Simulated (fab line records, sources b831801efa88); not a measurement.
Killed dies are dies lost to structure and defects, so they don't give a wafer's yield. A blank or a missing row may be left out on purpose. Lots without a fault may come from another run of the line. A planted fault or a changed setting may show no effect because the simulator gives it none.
A struck lot beside a sound one | flow sky130 | 15 steps out of a route of 708
Sound: wafers L212.1, L212.2, L212.5. Struck: wafers L200.1, L200.3, L200.6. The cause comes at the end.
At each step with rows: each side's tool, then ch and its chambers, then its first start. Under that, the readings that differ: sound wafers | struck wafers | difference of the means | sigmas: that difference in standard deviations of wafers without a fault.
alike: readings whose means differ by less than 2 such deviations, and words and numbers that are the same on both sides. not compared: withheld readings, readings that some wafer has no value for, bounds like >300 that may hide the same value, and numbers for which the record gives no deviation and whose values overlap.
The two part at a step that has a row with sigmas, a row that says differs or no value, or rows on one side only. Numbers that don't overlap but have no deviation are shown without sigmas and don't part them. A reading that every wafer of one side lacks parts them only if that side has two wafers or more.

SKY_METAL2_STRIP_20: strips in O2/N2.
  sound on plasma_asher-03 ch 0,1, day 41 08:40; struck on plasma_asher-04 ch 0, day 37 23:01
  alike: drypump_motor_current_A, o2_flow_sccm, oes_product_au, strip_time_to_endpoint_s
  not compared: rf_hours_counter_h
then, 4 steps without rows for these wafers: SKY_METAL2_STRIP_21 (strips in post etch residue remover, time 1200 s); SKY_METAL2_CLEAN_22 (cleans in IPA, time 180 s); SKY_METAL2_CLEAN_23 (cleans in O3/DIW); SKY_VIA2_HDPCVD_00 (deposits SiO2, target thk 1180 nm, time 202.3 s).
SKY_VIA2_THK_MEAS_01:
  sound on film_metro-02, day 41 09:28; struck on film_metro-03, day 37 23:44
  alike: VIA2_HDPCVD_THK
SKY_VIA2_CMP_02: polishes SiO2.
  sound on cmp-01 ch 1,3, day 41 09:31; struck on cmp-02 ch 1,3, day 37 23:50
  alike: head_pressure_psi, motor_current_A, platen_rpm
SKY_VIA2_BOW_MEAS_03:
  sound on film_metro-02, day 41 09:49; struck on film_metro-02, day 38 00:05
  alike: VIA2_BOW
then, 4 steps without rows for these wafers: SKY_VIA2_DEHYDRATE_04 (time 60 s); SKY_VIA2_HMDS_05 (prime time 60 s); SKY_VIA2_COAT_06 (resist thk 60 nm); SKY_VIA2_COAT_07 (resist thk 450 nm).
SKY_VIA2_SOFTBAKE_08: time 90 s.
  sound on litho_track-04 ch 0, day 41 21:00; struck on litho_track-04 ch 0, day 38 12:00
  reading                  | sound                | struck               | difference | sigmas
  heater_power_total_W (W) | 57.27 57.45 57.25    | 61.95 62.04 62.18    | +4.73      | +39
  run_length_s (s)         | 119.27 119.46 119.30 | 100.71 100.69 100.46 | -18.72     | -99 or more
then, 1 step without rows for these wafers: SKY_VIA2_EXPOSE_09 (exposes mask VIM2, target cd 200 nm).
-- the record jumps here: 10 days lie between the struck wafers' starts before and after (it left off in module VIA2 and takes up again in module PAD_OPEN, whose first step shown is number 708 of the route) --
SKY_PAD_OPEN_PROBE_99:
  sound on prober-01, day 50 17:31; struck on prober-02, day 48 03:44
  alike: defect_limited_yield, killed_at_M0_to_M3, killed_at_M4_up, killed_at_contacts, killed_at_front_end, killed_at_other, killed_dies, killed_open, killed_short, sort_bin_3_pad_short, sort_bin_5_function, sort_bin_6_memory, sort_n_pass, sort_yield_pct

WHERE THEY PART
Only at SKY_VIA2_SOFTBAKE_08, within this record. Later steps at which nothing parts them and some readings are alike: SKY_PAD_OPEN_PROBE_99.

WHY: what the simulator had put in
Process parameter drift: litho_track-04, from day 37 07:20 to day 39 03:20, at SKY_VIA2_SOFTBAKE_08. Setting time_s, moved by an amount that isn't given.
